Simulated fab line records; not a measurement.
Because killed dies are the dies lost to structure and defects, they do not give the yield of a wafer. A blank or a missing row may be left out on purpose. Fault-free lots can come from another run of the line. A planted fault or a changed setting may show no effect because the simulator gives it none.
The tool behind it: which one? | flow gf180mcu | Sampling: 24 lots, 72 wafers, 2 of 602 route steps

== WHAT THE GAUGES READ, wafer by wafer ==
GF_M1_OVL_MEAS_15.
lot  | measured     | on         | M1_OVL (nm)
L074 | day 17 07:03 | overlay-02 | -3 -2 -2
L075 | day 17 11:07 | overlay-01 | 5 -1 -2
L076 | day 17 22:09 | overlay-01 | -11 -5 -2
L077 | day 18 06:03 | overlay-02 | -10 -16 -13
L078 | day 18 15:10 | overlay-02 | 5 5 1
L079 | day 18 19:08 | overlay-01 | 2 2 -4
L080 | day 19 09:59 | overlay-01 | -4 2 -3
L081 | day 19 19:01 | overlay-01 | 7 7 1
L082 | day 20 06:12 | overlay-02 | 0 2 1
L083 | day 20 10:38 | overlay-02 | -15 -11 -6
L084 | day 21 05:46 | overlay-02 | -5 1 -6
L085 | day 21 11:31 | overlay-02 | 6 6 5
L086 | day 21 21:48 | overlay-01 | 2 1 0
L087 | day 22 03:52 | overlay-02 | -5 0 0
L088 | day 22 17:59 | overlay-01 | 10 6 5
L089 | day 23 01:04 | overlay-02 | -1 3 2
L090 | day 23 06:19 | overlay-01 | -3 -5 -3
L091 | day 23 09:25 | overlay-02 | 2 -6 5
L092 | day 23 18:16 | overlay-02 | 11 8 12
L093 | day 23 22:45 | overlay-01 | 3 2 2
L094 | day 24 06:25 | overlay-02 | -5 -8 -9
L095 | day 24 15:19 | overlay-01 | -13 -9 -9
L096 | day 24 21:01 | overlay-02 | -9 -7 -14
L097 | day 25 07:13 | overlay-02 | 5 8 7

GF_V1_THK_MEAS_03.
lot  | measured     | on            | V1_CVD_02_THK (nm)
L074 | day 17 07:59 | film-metro-01 | 845 860 867
L075 | day 17 12:04 | film-metro-04 | 858 846 859
L076 | day 17 23:07 | film-metro-04 | 838 843 858
L077 | day 18 07:18 | film-metro-01 | 834 856 845
L078 | day 18 16:07 | film-metro-03 | 855 850 869
L079 | day 18 20:03 | film-metro-03 | 845 848 863
L080 | day 19 10:53 | film-metro-03 | 843 845 832
L081 | day 19 19:55 | film-metro-04 | 850 855 860
L082 | day 20 07:07 | film-metro-03 | 851 834 849
L083 | day 20 11:34 | film-metro-01 | 841 839 847
L084 | day 21 07:04 | film-metro-04 | 838 857 835
L085 | day 21 12:25 | film-metro-03 | 843 843 847
L086 | day 21 22:42 | film-metro-01 | 837 847 866
L087 | day 22 04:47 | film-metro-03 | 863 854 847
L088 | day 22 18:56 | film-metro-01 | 845 863 860
L089 | day 23 01:59 | film-metro-03 | 853 858 856
L090 | day 23 07:14 | film-metro-03 | 860 864 859
L091 | day 23 10:19 | film-metro-04 | 846 853 843
L092 | day 23 19:11 | film-metro-03 | 831 849 853
L093 | day 23 23:40 | film-metro-04 | 837 845 841
L094 | day 24 07:19 | film-metro-03 | 845 861 874
L095 | day 24 16:14 | film-metro-01 | 837 850 855
L096 | day 24 21:57 | film-metro-01 | 835 846 855
L097 | day 25 08:08 | film-metro-01 | 855 855 846

== WHAT TOOL EACH LOT RAN ON (gives the tool, then ch and the chambers of the sampled wafers, and finally the start) ==
There is no process step in the record ahead of these readings.

== AS READ BY THE TOOLS THEMSELVES (means over the sampled wafers that have a number; for cases with no such wafer, the mark the record gives instead) ==
The record holds no such reading with a usual standard deviation.

== THE ANSWER, worked out from the rows above alone ==
Rule: the lots themselves supply what counts as usual. Put in order of their means at a reading, lots are off if they are a third of the lots or fewer, leave a main group of 4 or more, and stand apart from it by a gap of 3 or more times the standard deviation of the main group's means; of several such gaps the widest counts. If all means in a main group match to the digits the tables above print for the reading, that group is not used. Also off: a lot with no number at a reading for which 4 or more lots have one. All remaining lots with rows at the step are treated as sound. After the gauges, taken in route order, come the tools' own readings; for these a lot's mean is taken, as printed above. At the first step where some lot is off, the reading lying furthest off is the one used; lots without a number count as furthest.
Across all readings shown, no lot is off: no conclusion can be drawn from this.

== WHAT HAD BEEN PUT IN BY THE SIMULATOR ==
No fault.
